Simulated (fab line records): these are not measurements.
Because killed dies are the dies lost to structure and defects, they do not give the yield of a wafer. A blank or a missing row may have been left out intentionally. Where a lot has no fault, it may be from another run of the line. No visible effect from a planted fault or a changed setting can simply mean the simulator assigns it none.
Which tool is to blame? + flow gf180mcu + 11 lots, 33 wafers sampled, at 5 steps of a route of 602

WHAT EACH GAUGE READ, for each wafer
GF_NSD_CD_MEAS_07: the cd target is 400 nm.
| lot  | measured     | on        | cd-nm (nm)        |
|------|--------------|-----------|-------------------|
| L253 | day 13 16:26 | cd-sem-01 | 398.5 400.0 399.5 |
| L254 | day 13 23:33 | cd-sem-01 | 397.6 399.2 399.5 |
| L255 | day 14 09:04 | cd-sem-01 | 399.0 397.7 399.5 |
| L256 | day 14 15:47 | cd-sem-02 | 398.2 395.0 397.2 |
| L258 | day 15 07:35 | cd-sem-01 | 397.7 400.6 400.0 |
| L260 | day 16 02:41 | cd-sem-02 | 401.1 399.0 398.8 |
| L266 | day 18 06:46 | cd-sem-01 | 402.0 402.6 401.0 |
| L272 | day 20 04:48 | cd-sem-01 | 398.4 400.4 400.7 |
| L273 | day 20 12:44 | cd-sem-01 | 396.2 394.6 394.9 |
| L274 | day 20 20:41 | cd-sem-01 | 400.2 399.0 400.1 |
| L275 | day 21 08:10 | cd-sem-01 | 397.7 398.4 399.5 |

GF_NSD_TW_MEAS_12.
| lot  | measured     | on            | NSD_TW         |
|------|--------------|---------------|----------------|
| L253 | day 13 16:59 | film-metro-01 | 4225 4225 4217 |
| L254 | day 14 00:05 | film-metro-03 | 4312 4322 4315 |
| L255 | day 14 09:36 | film-metro-01 | 4238 4246 4232 |
| L256 | day 14 16:19 | film-metro-01 | 4222 4207 4238 |
| L258 | day 15 08:08 | film-metro-03 | 4277 4257 4281 |
| L260 | day 16 03:14 | film-metro-01 | 4224 4225 4235 |
| L266 | day 18 07:19 | film-metro-02 | 4182 4166 4194 |
| L272 | day 20 05:20 | film-metro-01 | 4029 4031 4031 |
| L273 | day 20 13:18 | film-metro-03 | 4048 4032 4050 |
| L274 | day 20 21:13 | film-metro-02 | 3913 3929 3949 |
| L275 | day 21 08:43 | film-metro-02 | 4150 4160 4178 |

GF_PSD_RS_MEAS_14: the measuring method here is four-point-probe.
| lot  | measured     | on            | NSD_RS (ohm/sq)   |
|------|--------------|---------------|-------------------|
| L253 | day 14 13:41 | film-metro-02 | 46.11 46.13 46.19 |
| L254 | day 14 20:51 | film-metro-01 | 46.25 46.23 46.23 |
| L255 | day 15 07:18 | film-metro-02 | 46.04 46.11 46.20 |
| L256 | day 15 14:08 | film-metro-02 | 46.12 46.06 46.22 |
| L258 | day 16 06:05 | film-metro-03 | 46.02 46.17 46.12 |
| L260 | day 17 02:06 | film-metro-03 | 46.15 46.13 46.17 |
| L266 | day 19 08:01 | film-metro-01 | 46.01 46.16 46.26 |
| L272 | day 21 05:19 | film-metro-02 | 50.36 50.43 50.41 |
| L273 | day 21 13:43 | film-metro-02 | 50.48 50.51 50.47 |
| L274 | day 21 21:50 | film-metro-02 | 50.42 50.44 50.31 |
| L275 | day 22 08:31 | film-metro-01 | 46.16 46.12 46.17 |

WHICH TOOL RAN EACH LOT (tool, then ch and the chambers of the sampled wafers, then the start)
| lot  | GF_NSD_IMPLANT_09               | GF_NSD_STRIP_11                      |
|------|---------------------------------|--------------------------------------|
| L253 | implanter-03 ch 0, day 13 16:35 | plasma-asher-02 ch 0,1, day 13 16:53 |
| L254 | implanter-03 ch 0, day 13 23:43 | plasma-asher-01 ch 0,1, day 13 23:59 |
| L255 | implanter-03 ch 0, day 14 09:14 | plasma-asher-01 ch 0,1, day 14 09:31 |
| L256 | implanter-02 ch 0, day 14 15:56 | plasma-asher-02 ch 0,1, day 14 16:13 |
| L258 | implanter-02 ch 0, day 15 07:44 | plasma-asher-01 ch 1, day 15 08:02   |
| L260 | implanter-03 ch 0, day 16 02:50 | plasma-asher-04 ch 0,1, day 16 03:07 |
| L266 | implanter-02 ch 0, day 18 06:55 | plasma-asher-04 ch 0,1, day 18 07:13 |
| L272 | implanter-03 ch 0, day 20 04:58 | plasma-asher-02 ch 0,1, day 20 05:15 |
| L273 | implanter-03 ch 0, day 20 12:54 | plasma-asher-02 ch 0,1, day 20 13:12 |
| L274 | implanter-03 ch 0, day 20 20:50 | plasma-asher-04 ch 0,1, day 20 21:07 |
| L275 | implanter-01 ch 0, day 21 08:19 | plasma-asher-02 ch 0,1, day 21 08:37 |
- GF_NSD_IMPLANT_09
- GF_NSD_STRIP_11: strips in O2/N2.

AS READ BY THE TOOLS THEMSELVES (means over the sampled wafers that have a number; for cases with no such wafer, the mark the record gives instead)
GF_NSD_IMPLANT_09.
| lot  | tool         | beam-energy-keV | end-station-pressure-torr (Torr) |
|------|--------------|-----------------|----------------------------------|
| L253 | implanter-03 | 59.993          | 1.56e-05                         |
| L254 | implanter-03 | 60.001          | 1.55e-05                         |
| L255 | implanter-03 | 60.005          | 1.52e-05                         |
| L256 | implanter-02 | 60.025          | 1.37e-05                         |
| L258 | implanter-02 | 59.987          | 1.46e-05                         |
| L260 | implanter-03 | 60.007          | 1.53e-05                         |
| L266 | implanter-02 | 59.984          | 1.38e-05                         |
| L272 | implanter-03 | 44.727          | 1.44e-05                         |
| L273 | implanter-03 | 44.733          | 1.57e-05                         |
| L274 | implanter-03 | 44.746          | 1.55e-05                         |
| L275 | implanter-01 | 59.991          | 1.20e-05                         |

GF_NSD_STRIP_11.
| lot  | tool            | drypump-motor-current-A (A) | heater-power-w (W) | n2-flow-sccm (sccm) | oes-product-au (a.u.) | strip-time-to-endpoint-s (s) |
|------|-----------------|-----------------------------|--------------------|---------------------|-----------------------|------------------------------|
| L253 | plasma-asher-02 | 5.2                         | 417                | 299.3               | 0.492                 | 23.03                        |
| L254 | plasma-asher-01 | 6.6                         | 350                | 299.8               | 0.491                 | 22.97                        |
| L255 | plasma-asher-01 | 6.4                         | 382                | 299.4               | 0.483                 | 23.02                        |
| L256 | plasma-asher-02 | 5.7                         | 381                | 300.4               | 0.487                 | 22.99                        |
| L258 | plasma-asher-01 | 6.2                         | 404                | 301.2               | 0.487                 | 22.95                        |
| L260 | plasma-asher-04 | 5.5                         | 321                | 300.3               | 0.491                 | 22.93                        |
| L266 | plasma-asher-04 | 5.5                         | 319                | 301.2               | 0.484                 | 22.98                        |
| L272 | plasma-asher-02 | 5.7                         | 369                | 299.8               | 0.507                 | 21.00                        |
| L273 | plasma-asher-02 | 5.2                         | 414                | 299.5               | 0.511                 | 20.99                        |
| L274 | plasma-asher-04 | 5.7                         | 302                | 300.4               | 0.509                 | 20.96                        |
| L275 | plasma-asher-02 | 5.2                         | 413                | 300.1               | 0.488                 | 22.93                        |

THE ANSWER, worked out from the rows above alone
Rule: what is usual is taken from the lots themselves. Put in order of their means at a reading, lots are off if they are a third of the lots or fewer, leave a main group of 4 or more, and stand apart from it by a gap of 3 or more times the standard deviation of the main group's means; of several such gaps the widest counts. A main group is skipped when, at the precision printed for the reading in the tables above, its means are all equal. Also off: a lot with no number at a reading for which 4 or more lots have one. Any other lot the step has rows for is counted as sound. Order of review: gauges by route order, followed by the tools' own readings, for which a lot's mean as printed above is used. At the first step where some lot is off, the reading lying furthest off is the one used; lots without a number count as furthest.
Off: at GF_PSD_RS_MEAS_14 (NSD_RS), L272, L273, L274. Main group: mean 46.15 ohm/sq, sd 0.037.
A tool fits if, at a process step before that reading, it ran every lot that is off, and no sound lot after the first of them. The gauges at GF_PSD_RS_MEAS_14 aren't tried: what is off there is off at GF_NSD_IMPLANT_09 too, on other tools, and a gauge's error can't cause that. One fits: GF_NSD_IMPLANT_09 on implanter-03. A fault onset in the window from L260 (day 16 02:50, its last sound lot) to L272 (day 20 04:58, its first lot off) fits.
On the lots that are off, the tool's own readings at GF_NSD_IMPLANT_09 differ by more than 5 times the standard deviation of the sound lots' means, which bears it out; beam-energy-keV reads 44.735 there versus 59.999 on the sound lots.

WHAT THE SIMULATOR PUT IN
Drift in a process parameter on implanter-03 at GF_NSD_IMPLANT_09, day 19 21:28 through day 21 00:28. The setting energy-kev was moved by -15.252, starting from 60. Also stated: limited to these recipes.
Lots struck among those shown: L272, L273, L274. The same result came from the rule above.
